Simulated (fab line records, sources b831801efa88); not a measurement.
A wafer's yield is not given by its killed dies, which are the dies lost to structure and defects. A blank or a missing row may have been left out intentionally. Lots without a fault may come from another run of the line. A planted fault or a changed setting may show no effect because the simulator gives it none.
Matching of chambers ; flow sky130 ; 4 sister chambers for SKY_LI_CONTACT_ETCH_14 on rie diel-04
The step etches BARC in N2/H2, stops on SiO2, time 45.9 s, target depth 60 nm. 22 wafers are shown with their chamber, then 11 later ones without.

== EACH WAFER AND ITS CHAMBER ==
wafer;chamber;drypump motor current A (A);chamber pressure mTorr (mTorr);throttle valve pct (%)
L074.1;1;5.9;30.028;13.220
L074.4;3;6.1;29.993;13.219
L074.5;1;5.9;30.001;13.234
L075.1;0;5.8;29.973;13.242
L075.5;3;6.0;29.995;13.218
L075.6;1;5.9;29.992;13.236
L076.4;0;5.8;29.977;13.224
L076.5;3;6.1;30.020;13.235
L076.6;0;5.8;30.016;13.233
L080.3;2;5.9;30.039;13.215
L080.4;0;5.8;30.012;13.240
L080.5;0;5.8;29.943;13.227
L081.1;3;6.0;30.010;13.217
L081.5;1;5.9;30.077;13.209
L081.6;2;5.9;30.022;13.227
L083.2;3;6.0;29.966;13.236
L083.4;1;5.9;29.970;13.228
L083.6;0;5.8;30.045;13.229
L084.1;3;6.0;30.004;13.232
L084.4;0;5.8;29.971;13.235
L084.6;1;5.9;29.968;13.214
L090.1;3;6.0;30.030;13.213

SIGNATURES, as means of the wafers listed above
reading;chamber 0;chamber 1;chamber 2;chamber 3;scatter within a chamber
drypump motor current A;5.800;5.900;5.900;6.029;0.0282
chamber pressure mTorr;29.99100;30.00600;30.03050;30.00257;0.032
throttle valve pct;13.23286;13.22350;13.22100;13.22429;0.00912
Rule: a wafer's distance from a chamber is the root of the sum, over the readings, of the square of ((its reading less the chamber's mean) divided by the reading's scatter). The wafer belongs to the nearest chamber; if the next one is less than 2 further off, it can't be placed. The scatter: take each reading less its chamber's mean, square it, sum over the shown wafers, divide by the number of wafers less the number of chambers, and take the root.

== WAFERS WITHOUT THEIR CHAMBER ==
wafer;drypump motor current A (A);chamber pressure mTorr (mTorr);throttle valve pct (%)
L090.2;5.9;30.047;13.220
L090.5;5.9;29.996;13.230
L091.3;5.9;30.002;13.214
L091.5;5.8;30.018;13.213
L091.6;6.0;29.980;13.233
L092.2;5.9;29.992;13.219
L092.4;5.9;29.997;13.228
L092.5;6.0;30.040;13.222
L094.1;6.0;30.012;13.230
L094.3;5.8;30.042;13.222
L094.5;5.9;30.013;13.228

== THE CHAMBER EACH PASSED THROUGH ==
wafer;from the rows above;in truth
L090.2;can't be placed: 2 or 1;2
L090.5;can't be placed: 1 or 2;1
L091.3;can't be placed: 1 or 2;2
L091.5;can't be placed: 0 or 2 or 1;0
L091.6;3;3
L092.2;can't be placed: 1 or 2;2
L092.4;can't be placed: 1 or 2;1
L092.5;can't be placed: 3 or 2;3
L094.1;3;3
L094.3;can't be placed: 0 or 2 or 1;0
L094.5;can't be placed: 1 or 2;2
2 of 11 placed correctly. Unplaceable from these rows: 9, with the true chamber sitting among the candidates in 9. Placed wrongly: 0.
